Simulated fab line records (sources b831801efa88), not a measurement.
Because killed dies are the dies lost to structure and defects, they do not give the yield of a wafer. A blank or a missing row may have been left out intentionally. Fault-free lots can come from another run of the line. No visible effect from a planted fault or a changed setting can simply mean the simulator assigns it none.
Matching of chambers | flow sky130 | 4 sister chambers for SKY_VIA3_ETCH_14 on rie_diel-03
The step etches BARC in N2/H2, stops on SiO2, time 45.9 s, target depth 60 nm. 8 wafers are shown with their chamber, then 7 later ones without.

## WAFERS WITH THEIR CHAMBER
wafer  | chamber | drypump_motor_current_A (A) | run_length_s (s)
L383.5 | 1       | 6.4                         | 74.0
L386.3 | 3       | 5.7                         | 75.3
L386.6 | 0       | 5.7                         | 74.3
L395.2 | 1       | 6.3                         | 74.4
L395.3 | 2       | 5.7                         | 73.6
L395.4 | 3       | 5.8                         | 75.4
L398.3 | 0       | 5.7                         | 74.7
L398.4 | 2       | 5.8                         | 73.4

## WAFERS MISSING THEIR CHAMBER
wafer  | drypump_motor_current_A (A) | run_length_s (s)
L398.6 | 6.4                         | 73.9
L399.1 | 5.7                         | 75.2
L399.3 | 5.7                         | 74.3
L399.6 | 5.7                         | 75.3
L397.2 | 5.8                         | 74.2
L397.5 | 5.7                         | 74.4
L397.6 | 6.3                         | 74.1

## CHAMBER TAKEN BY EACH
wafer  | from the rows above     | in truth
L398.6 | 1                       | 1
L399.1 | 3                       | 3
L399.3 | 0                       | 0
L399.6 | 3                       | 3
L397.2 | can't be placed: 0 or 2 | 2
L397.5 | 0                       | 0
L397.6 | 1                       | 1
Correctly placed: 6 of 7. Not placeable from these rows: 1 (in 1, the candidates include the true chamber). Number placed wrongly: 0.
How it was worked out, from the rows above alone: a wafer's distance from a chamber is the root of the sum, over the readings, of the square of ((its reading less the chamber's mean) divided by the reading's scatter). If the next closest chamber is less than 2 further off than the closest, the wafer can't be placed; otherwise it belongs to the closest. Each chamber's mean is taken over the wafers shown for it. The scatter: the root of (the sum of the squares of (reading less its chamber's mean) over the shown wafers, divided by (wafers less chambers)).
